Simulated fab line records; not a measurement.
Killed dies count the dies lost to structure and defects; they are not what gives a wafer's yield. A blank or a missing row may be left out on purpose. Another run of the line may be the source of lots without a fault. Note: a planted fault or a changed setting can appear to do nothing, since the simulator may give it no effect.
Comparing a struck lot with a sound one / flow gf180mcu / 16 steps out of a route of 602
Sound: these wafers, L570.3, L570.5, L570.6. Wafers struck: L589.1, L589.2. The cause is named last.
Per side, at each step with rows, come the tool, then ch with its chambers, and then its first start. Under that, the readings that differ: sound wafers / struck wafers / difference of the means / sigmas: that difference in standard deviations of wafers without a fault.
alike: readings whose means differ by less than 2 such deviations, and words and numbers that are the same on both sides. not compared: withheld readings, readings that some wafer has no value for, bounds like >300 that may hide the same value, and numbers for which the record gives no deviation and whose values overlap.
Wherever a step has rows on one side only, a row that says differs or no value, or a row with sigmas, the two part there. When numbers do not overlap yet have no deviation, they are printed without sigmas and do not part them. A reading missing from all wafers of one side parts the sides only when that side holds two or more wafers.

GF_HV_LDD_RS_MEAS_53: measurement is done with a four-point probe.
  sound on film_metro-03 at day 13 14:38; struck on film_metro-04 at day 19 22:16
  alike: HV_LDD_RS
then, 1 step without rows for these wafers: GF_HV_LDD_CVD_54 (deposits SiO2 from TEOS, target thk 10 nm, time 75 s).
GF_HV_LDD_THK_MEAS_55:
  sound on film_metro-03 at day 13 16:40; struck on film_metro-01 at day 19 23:24
  alike: HV_LDD_CVD_54_THK
then, 1 step without rows for these wafers: GF_HV_LDD_CVD_56 (deposits Si3N4 from DCS/NH3, target thk 90 nm, time 1543 s).
GF_HV_LDD_THK_MEAS_57:
  sound on film_metro-01 at day 13 18:09; struck on film_metro-01 at day 20 00:53
  alike: HV_LDD_CVD_56_THK
GF_HV_LDD_ETCHBACK_58: etches Si3N4 in CH3F/O2, stops on SiO2, time 100 s, target depth 90 nm.
  sound on rie_diel-02 ch 1,2, day 13 18:11; struck on rie_diel-03 ch 1,2, day 20 00:57
  alike: bias_w, drypump_motor_current_A, oes_product_au, throttle_valve_pct
  not compared: rf_hours_counter_h
then, 6 steps without rows for these wafers: GF_NSD_DEHYDRATE_00 (time 60 s); GF_NSD_HMDS_01 (prime time 60 s); GF_NSD_COAT_02 (resist thk 1000 nm); GF_NSD_SOFTBAKE_03 (time 60 s); GF_NSD_EXPOSE_04 (exposes mask Nplus, target cd 400 nm); GF_NSD_PEB_05.
GF_NSD_DEVELOP_06: develop time 60 s.
  sound on litho_track-03 ch 0, day 14 14:28; struck on litho_track-03 ch 0, day 21 00:10
GF_NSD_CD_MEAS_07 targets a cd of 400 nm.
  sound on cd_sem-01 at day 14 14:36; struck on cd_sem-02 at day 21 00:19
reading=cd_nm (nm); sound=406.2 403.8 401.8; struck=302.2 303.3; difference=-101.2; sigmas=-51
GF_NSD_OVL_MEAS_08:
  sound on overlay-01 at day 14 14:41; struck on overlay-02 at day 21 00:26
  alike: NSD_OVL
GF_PASSIVATION_PROBE_99:
  the record has rows for the sound wafers here (prober-02, day 30 04:20) and none for the struck ones

== WHERE THEY PART ==
Last at GF_PASSIVATION_PROBE_99 as far as this record goes, first at GF_NSD_CD_MEAS_07.

WHY: whatever the simulator had introduced
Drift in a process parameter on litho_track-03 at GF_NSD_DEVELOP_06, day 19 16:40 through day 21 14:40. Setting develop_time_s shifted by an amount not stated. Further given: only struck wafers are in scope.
